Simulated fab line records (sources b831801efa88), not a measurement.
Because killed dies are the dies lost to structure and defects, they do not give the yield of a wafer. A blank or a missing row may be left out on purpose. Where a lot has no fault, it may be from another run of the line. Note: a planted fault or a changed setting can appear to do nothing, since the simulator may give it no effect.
One fault through the eyes of 2 desks ; flow gf180mcu ; each desk holds nothing but its own numbers, with what lay behind them at the end

DESK OF THE TOOL OWNER: hdpcvd-02
The tool's own readings at GF_V5_CVD_00 (deposits SiO2, target thk 300 nm, time 50 s): means of the sampled wafers that have a number, for each lot that ran on this tool. A lot is out of limits, marked OUT, if its mean lies more than 4 standard deviations from the usual mean; the brackets give that distance.
Columns: A = sih4FlowSccm at GF_V5_CVD_00, usual 59.99 sccm
lot;first seen here;A
L178;day 26 06:23;59.96
L179;day 26 16:11;59.79
L181;day 27 14:43;60.03
L186;day 29 18:04;59.99
L191;day 30 13:46;59.88
L193;day 31 08:32;60.02
Finding of this desk: none of the 6 lots has anything out of limits.

AT THE METROLOGY DESK
What the gauges read, lot by lot, whatever tool the lot ran on: means of the sampled wafers that have a number. A lot is out of limits, marked OUT, if its mean lies more than 4 standard deviations from the usual mean; the brackets give that distance.
Columns: A = PASSIVATION_CVD_00_THK at GF_PASSIVATION_THK_MEAS_01, usual 999 nm; B = PASSIVATION_BOW at GF_PASSIVATION_BOW_MEAS_14, usual 135 um
lot;first seen here;A;B
L177;day 27 22:29;1011;137
L178;day 28 01:26;1010;146
L179;day 28 11:08;1010;141
L181;day 29 08:18;990;155
L180;day 29 12:31;1005;145
L182;day 30 02:01;993;145
L183;day 30 11:34;1003;113
L186;day 31 09:31;1013;137
L187;day 31 12:06;1015;130
L191;day 32 03:59;996;137
L193;day 32 21:59;982;116
L195;day 33 06:11;1010;155
L197;day 33 16:44;1003;130
Finding of this desk: none of the 13 lots has anything out of limits.

TAKEN TOGETHER
Nothing out of limits was seen by the tool owner's desk.
Metrology desk: nothing out of limits seen.

WHAT THE SIMULATOR HAD INSERTED
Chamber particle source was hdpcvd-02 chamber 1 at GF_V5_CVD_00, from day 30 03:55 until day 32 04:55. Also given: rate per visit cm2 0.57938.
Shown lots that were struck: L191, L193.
